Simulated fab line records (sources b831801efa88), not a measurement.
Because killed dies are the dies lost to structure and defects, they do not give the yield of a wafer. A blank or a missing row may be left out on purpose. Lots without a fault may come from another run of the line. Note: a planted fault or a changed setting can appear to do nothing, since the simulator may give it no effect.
Which of the tools did it? | flow gf180mcu | 10 lots with 30 wafers sampled at 4 steps, on a route of 602 steps

## WHAT EACH GAUGE READ, for each wafer
GF_MIM_RS_MEAS_10: measures by four-point-probe.
lot  | measured     | on            | MIM_ALCU_RS (ohm/sq)
L881 | day 23 17:43 | film-metro-04 | 0.1591 0.1603 0.1629
L884 | day 24 18:41 | film-metro-02 | 0.1574 0.1573 0.1578
L886 | day 25 10:22 | film-metro-04 | 0.1587 0.1580 0.1597
L887 | day 27 18:18 | film-metro-04 | 0.1577 0.1596 0.1580
L888 | day 27 20:59 | film-metro-02 | 0.1575 0.1586 0.1595
L890 | day 28 01:37 | film-metro-02 | 0.1597 0.1587 0.1591
L896 | day 29 12:14 | film-metro-02 | 0.1629 0.1593 0.1633
L897 | day 29 15:36 | film-metro-02 | 0.1394 0.1591 0.1588
L900 | day 30 22:58 | film-metro-01 | 0.1594 0.1610 0.1613
L904 | day 31 16:35 | film-metro-01 | 0.1583 0.1578 0.1570

## WHICH TOOL RAN EACH LOT (tool, then ch and the chambers of the sampled wafers, then the start)
lot  | GF_M4_METAL_ETCH_16               | GF_V4_SPUTTER_21             | GF_MIM_SPUTTER_08
L881 | rie-metal-01 ch 0,1, day 22 15:53 | pvd-sputter-04, day 23 16:36 | pvd-sputter-02, day 23 17:39
L884 | rie-metal-03 ch 0,1, day 23 16:56 | pvd-sputter-03, day 24 17:33 | pvd-sputter-04, day 24 18:36
L886 | rie-metal-03 ch 0,1, day 24 09:48 | pvd-sputter-03, day 25 09:14 | pvd-sputter-01, day 25 10:17
L887 | rie-metal-01 ch 0, day 26 18:40   | pvd-sputter-04, day 27 17:10 | pvd-sputter-04, day 27 18:13
L888 | rie-metal-04 ch 0, day 26 21:21   | pvd-sputter-03, day 27 19:44 | pvd-sputter-04, day 27 20:56
L890 | rie-metal-04 ch 0,1, day 27 02:04 | pvd-sputter-01, day 28 00:27 | pvd-sputter-01, day 28 01:33
L896 | rie-metal-04 ch 0,1, day 28 13:46 | pvd-sputter-03, day 29 11:06 | pvd-sputter-02, day 29 12:09
L897 | rie-metal-01 ch 0,1, day 28 17:59 | pvd-sputter-03, day 29 14:29 | pvd-sputter-01, day 29 15:32
L900 | rie-metal-04 ch 0,1, day 30 02:29 | pvd-sputter-01, day 30 21:50 | pvd-sputter-04, day 30 22:53
L904 | rie-metal-03 ch 0,1, day 30 19:29 | pvd-sputter-04, day 31 15:27 | pvd-sputter-04, day 31 16:31
- GF_M4_METAL_ETCH_16: etches the open film in Cl2/BCl3, stops on SiO2, target depth 627.5 nm, time 104.6 s.
- GF_V4_SPUTTER_21: material Ti, target thk 15 nm, time 80.02 s.
- GF_MIM_SPUTTER_08: material AlCu, target thk 200 nm, time 10.6 s.

## THE ANSWER, worked out from the rows above alone
Rule: what is usual is taken from the lots themselves. Put in order of their means at a reading, lots are off if they are a third of the lots or fewer, leave a main group of 4 or more, and stand apart from it by a gap of 3 or more times the standard deviation of the main group's means; of several such gaps the widest counts. The tables above print the reading to a certain number of digits; a main group whose means all agree to those digits is not used. A lot without any number at a reading at which 4 lots or more have one is off too. Any other lot the step has rows for is counted as sound.
Off: at GF_MIM_RS_MEAS_10 (MIM_ALCU_RS), L897. Mean 0.1593 ohm/sq and standard deviation 0.0014 in the main group.
If a tool, at a process step before that reading, ran all the lots that are off and no sound lot after the first of them, it fits. The gauges at GF_MIM_RS_MEAS_10 are tried like those tools. Can't be told from this: 4 tools fit, rie-metal-01 at GF_M4_METAL_ETCH_16, pvd-sputter-03 at GF_V4_SPUTTER_21, pvd-sputter-01 at GF_MIM_SPUTTER_08, film-metro-02 at GF_MIM_RS_MEAS_10.

## WHAT THE SIMULATOR HAD INSERTED
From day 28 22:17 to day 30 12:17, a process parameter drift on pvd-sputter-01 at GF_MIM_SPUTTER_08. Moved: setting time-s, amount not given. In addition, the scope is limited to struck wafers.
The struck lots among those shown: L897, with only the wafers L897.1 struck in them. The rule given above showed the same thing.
